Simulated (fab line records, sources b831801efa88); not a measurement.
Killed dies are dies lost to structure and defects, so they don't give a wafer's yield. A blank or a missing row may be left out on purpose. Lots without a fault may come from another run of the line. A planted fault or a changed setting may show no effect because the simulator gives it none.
fab line records | flow sky130 | part 2 of 2: steps 27 to 38 of 38
record lots=5 wafers=15 last_day=49
route steps=708 shown VIA3@581 METAL4@598 CAP2M@603
lots that met no fault: from a run of the same line without faults
start_h: hours from the record's first day to the start of the lot's first wafer shown | wait_h: hours since the lot's step before | " the same as in the row above | L1.1+2: a row that stands for several wafers | - no value, or no start given | * or withheld: withheld | < > ~ a bound
route shown NAME@n: a module of which the file shows steps, and the number in the route of the first | usual: mean/standard deviation of fault-free wafers | same: alike in all rows | chamber/n: place in a boat | sites: the reading at each site | _std_site: their standard deviation | _edge_site: outer sites' mean less inner sites' | radius_mm: how far each site lies from the wafer's centre | mask NAME#n: copy n | behind: the tool/chamber that last shaped the wafer | hold: why the lot was held/for how many hours/how that ended | device: the transistor (n, p or np) that didn't switch | end of line: the same wafers' tests at the end of the route | a step without rows: its recipe alone | killed: dies lost to structure and defects at the first sort, not the wafer's yield | map: a wafer's dies, x killed, . not, _ none there
set.NAME: the setting as run; set.NAME@STEP: as run at that earlier step | model.NAME: the simulator's own value behind a step, which no gauge read
lots at some steps of the route; a table a step, a row a wafer
services: from which hour (start_h, from the record's first day; less than 0 if before it) a tool's chamber was out of use, for how many hours, and why
## steps
# step SKY_CAP2M_THK_MEAS_04
# recipe thk_meas_gauge=xrf reads=TiN_of_CAP2M_SPUTTER_02
# usual CAP2M_TIN_THK=202.2/2.1
# columns lot.wafer tool chamber start_h wait_h CAP2M_TIN_THK[nm]
L074.4 film_metro-02 - 928.82 0.1 202.7
L074.5 " - " " 202.4
L074.6 " - " " 203.1
L076.1 film_metro-02 - 945.53 0.1 200.3
L076.2 " - " " 199.0
L076.3 " - " " 202.3
L078.3 film_metro-03 - 963.53 0.1 204.5
L078.4 " - " " 203.9
L078.6 " - " " 201.9
L088.1 film_metro-01 - 1029.97 0.1 203.8
L088.2 " - " " 204.2
L088.5 " - " " 202.2
L094.1 film_metro-02 - 1062.55 0.1 202.4
L094.4 " - " " 204.3
L094.6 " - " " 204.7
# step SKY_CAP2M_DEHYDRATE_05
# recipe temp_c=200 time_s=60
# columns lot.wafer tool chamber start_h wait_h
L074.4+5+6 litho_track-03 0 940.54 11.7
L076.1+2+3 litho_track-01 0 957.02 11.5
L078.3+4+6 litho_track-01 0 974.87 11.3
L088.1+2+5 litho_track-02 0 1040.14 10.2
L094.1+4+6 litho_track-01 0 1072.62 10.1
# step SKY_CAP2M_HMDS_06
# recipe prime_time_s=60 prime_temp_c=120
# columns lot.wafer tool chamber start_h wait_h
L074.4+5+6 litho_track-03 0 940.69 0.1
L076.1+2+3 litho_track-01 0 957.17 0.1
L078.3+4+6 litho_track-01 0 975.02 0.1
L088.1+2+5 litho_track-02 0 1040.29 0.1
L094.1+4+6 litho_track-01 0 1072.77 0.1
# step SKY_CAP2M_COAT_07
# recipe resist=NOVOLAK spin_rpm=3000 resist_thk_nm=1140
# columns lot.wafer tool chamber start_h wait_h
L074.4+5+6 litho_track-03 0 940.84 0.1
L076.1+2+3 litho_track-01 0 957.32 0.1
L078.3+4+6 litho_track-01 0 975.17 0.1
L088.1+2+5 litho_track-02 0 1040.44 0.1
L094.1+4+6 litho_track-01 0 1072.92 0.1
# step SKY_CAP2M_SOFTBAKE_08
# recipe temp_c=90 time_s=60 resist=NOVOLAK
# columns lot.wafer tool chamber start_h wait_h
L074.4+5+6 litho_track-03 0 940.99 0.1
L076.1+2+3 litho_track-01 0 957.47 0.1
L078.3+4+6 litho_track-01 0 975.32 0.1
L088.1+2+5 litho_track-02 0 1040.59 0.1
L094.1+4+6 litho_track-01 0 1073.07 0.1
# step SKY_CAP2M_EXPOSE_09
# recipe mask_id=CAP2M na=0.6 source_shape=conventional sigma_outer=0.6 polarization=unpolarized target_cd_nm=1000 dose_mj=159
# usual focus_offset_nm=0.1/0.5
# same na=0.6
# columns lot.wafer tool chamber start_h wait_h mask focus_offset_nm
L074.4 iline_stepper-01 0 - - CAP2M#0 0.3
L074.5 " 0 " " CAP2M#0 -0.1
L074.6 " 0 " " CAP2M#0 0.3
L076.1 iline_stepper-02 0 - - CAP2M#0 0.1
L076.2 " 0 " " CAP2M#0 -0.4
L076.3 " 0 " " CAP2M#0 0.6
L078.3 iline_stepper-01 0 - - CAP2M#0 0.1
L078.4 " 0 " " CAP2M#0 1.7
L078.6 " 0 " " CAP2M#0 0.3
L088.1 iline_stepper-02 0 - - CAP2M#0 -0.9
L088.2 " 0 " " CAP2M#0 -0.6
L088.5 " 0 " " CAP2M#0 -0.2
L094.1 iline_stepper-01 0 - - CAP2M#0 -0.1
L094.4 " 0 " " CAP2M#0 0.1
L094.6 " 0 " " CAP2M#0 -0.1
# step SKY_CAP2M_PEB_10
# recipe temp_c=withheld time_s=* resist=NOVOLAK
# columns lot.wafer tool chamber start_h wait_h
L074.4+5+6 litho_track-03 0 - -
L076.1+2+3 litho_track-02 0 - -
L078.3+4+6 litho_track-03 0 - -
L088.1+2+5 litho_track-03 0 - -
L094.1+4+6 litho_track-03 0 - -
# step SKY_CAP2M_DEVELOP_11
# recipe resist=NOVOLAK developer=TMAH develop_time_s=60 dev_temp_c=23
# columns lot.wafer tool chamber start_h wait_h
L074.4+5+6 litho_track-03 0 953.14 0.1
L076.1+2+3 litho_track-02 0 969.04 0.1
L078.3+4+6 litho_track-03 0 987.01 0.1
L088.1+2+5 litho_track-03 0 1050.91 0.1
L094.1+4+6 litho_track-03 0 1083.51 0.1
# step SKY_CAP2M_OVL_MEAS_12
# usual CAP2M_OVL=-0.6/2
# columns lot.wafer tool chamber start_h wait_h CAP2M_OVL[nm]
L074.4 overlay-01 - 953.23 0.1 0.8
L074.5 " - " " 0.3
L074.6 " - " " 1.2
L076.1 overlay-01 - 969.19 0.1 -2.0
L076.2 " - " " -1.6
L076.3 " - " " -1.9
L078.3 overlay-01 - 987.12 0.1 2.6
L078.4 " - " " 0.9
L078.6 " - " " 2.4
L088.1 overlay-01 - 1051.06 0.1 -1.9
L088.2 " - " " -2.3
L088.5 " - " " -0.3
L094.1 overlay-01 - 1083.66 0.1 1.3
L094.4 " - " " 1.1
L094.6 " - " " 1.2
# step SKY_CAP2M_METAL_ETCH_13
# recipe target_depth_nm=220 stop_on=SiO2 chemistry=Cl2/BCl3 target=TiN pressure_mtorr=10 icp_w=900 bias_w=48.5 Cl2_flow_sccm=60 bcl3_flow_sccm=30 time_s=62.9
# usual drypump_motor_current_A=5.80/0.25 oes_product_au=0.942/0.0071 throttle_valve_pct=21.903/0.011
# columns lot.wafer tool chamber start_h wait_h drypump_motor_current_A oes_product_au rf_hours_counter_h throttle_valve_pct
L074.4 rie_metal-04 1 953.27 0.0 5.85 0.942 - 21.909
L074.5 " 0 " " 6.06 0.941 - 21.891
L074.6 " 1 " " 5.84 0.935 - 21.886
L076.1 rie_metal-04 1 969.23 0.0 5.81 0.938 17 21.908
L076.2 " 0 " " 6.06 0.941 2 21.909
L076.3 " 1 " " 5.83 0.946 - 21.896
L078.3 rie_metal-01 1 987.17 0.0 5.73 0.941 - 21.891
L078.4 " 0 " " 6.10 0.949 - 21.902
L078.6 " 1 " " 5.75 0.940 - 21.891
L088.1 rie_metal-01 0 1051.10 0.0 6.12 0.945 20 21.888
L088.2 " 1 " " 5.75 0.953 17 21.913
L088.5 " 0 " " 6.08 0.947 - 21.908
L094.1 rie_metal-01 1 1083.70 0.0 5.72 0.954 19 21.903
L094.4 " 0 " " 6.12 0.955 - 21.864
L094.6 " 1 " " 5.70 0.953 - 21.886
# step SKY_CAP2M_STRIP_14
# recipe chemistry=O2/N2 power_w=1400 pressure_mtorr=1500 platen_temp_c=withheld o2_flow_sccm=3000 n2_flow_sccm=300 overash_fraction=0.5
# usual drypump_motor_current_A=5.7/0.48 n2_flow_sccm=300.1/0.91 oes_product_au=0.711/0.0048 strip_time_to_endpoint_s=12.65/0.057
# columns lot.wafer tool chamber start_h wait_h drypump_motor_current_A n2_flow_sccm oes_product_au rf_hours_counter_h strip_time_to_endpoint_s
L074.4 plasma_asher-02 0 953.36 0.1 4.8 300.4 0.707 - 12.66
L074.5 " 0 " " 4.8 300.8 0.712 - 12.66
L074.6 " 1 " " 5.8 299.6 0.697 - 12.69
L076.1 plasma_asher-02 1 969.30 0.1 5.8 300.6 0.706 82 12.60
L076.2 " 0 " " 4.8 300.8 0.713 82 12.63
L076.3 " 1 " " 5.8 300.6 0.706 - 12.68
L078.3 plasma_asher-04 1 987.26 0.1 5.9 301.8 0.712 - 12.67
L078.4 " 0 " " 6.0 300.5 0.699 - 12.55
L078.6 " 1 " " 5.9 301.0 0.709 - 12.63
L088.1 plasma_asher-04 1 1051.17 0.1 6.0 299.1 0.710 64 12.57
L088.2 " 0 " " 6.0 299.4 0.704 64 12.66
L088.5 " 1 " " 5.9 301.7 0.710 - 12.58
L094.1 plasma_asher-01 1 1083.77 0.1 5.6 300.5 0.715 2 12.65
L094.4 " 0 " " 6.3 300.4 0.709 - 12.53
L094.6 " 0 " " 6.3 300.6 0.711 - 12.62
# step SKY_CAP2M_STRIP_15
# recipe chemistry=post_etch_residue_remover time_s=1200 temp_c=72.5
# columns lot.wafer tool chamber start_h wait_h
L074.4+5+6 wet_bench-04 2 953.42 0.0
L076.1+2+3 wet_bench-04 0 969.40 0.1
L078.3+4+6 wet_bench-03 1 987.32 0.0
L088.1+2+5 wet_bench-02 1 1051.27 0.1
L094.1+4+6 wet_bench-03 3 1083.87 0.1
## services
# columns tool chamber start_h hours kind
iline_stepper-01 - 906.48 8.9 pm
rie_metal-01 - 911.56 2.8 pm
plasma_asher-03 - 916.25 6.7 repair
pvd_sputter-01 - 923.44 2.4 repair
pvd_sputter-04 - 939.48 7.5 repair
rie_diel-02 1 940.97 7.1 repair
plasma_asher-03 - 942.82 0.3 repair
krf_scanner-02 - 943.88 1.0 pm
krf_scanner-02 - 946.11 0.8 pm
pvd_sputter-01 - 948.70 1.9 repair
krf_scanner-02 - 963.49 2.0 repair
cvd_w-02 0 966.66 3.1 repair
cmp-02 - 968.46 0.4 repair
rie_metal-01 0 970.21 5.3 repair
rie_diel-02 0 980.81 16.0 repair
rie_diel-02 3 987.27 14.8 repair
pvd_sputter-01 - 998.38 2.1 repair
wet_bench-03 - 1018.05 15.3 repair
rie_diel-02 3 1043.51 118.2 repair
pvd_sputter-02 - 1047.64 4.9 repair
pvd_sputter-01 - 1063.41 7.6 repair
rie_diel-04 2 1068.15 3.8 repair
pvd_sputter-01 - 1079.57 3.6 repair
wet_bench-01 - 1083.39 7.9 repair
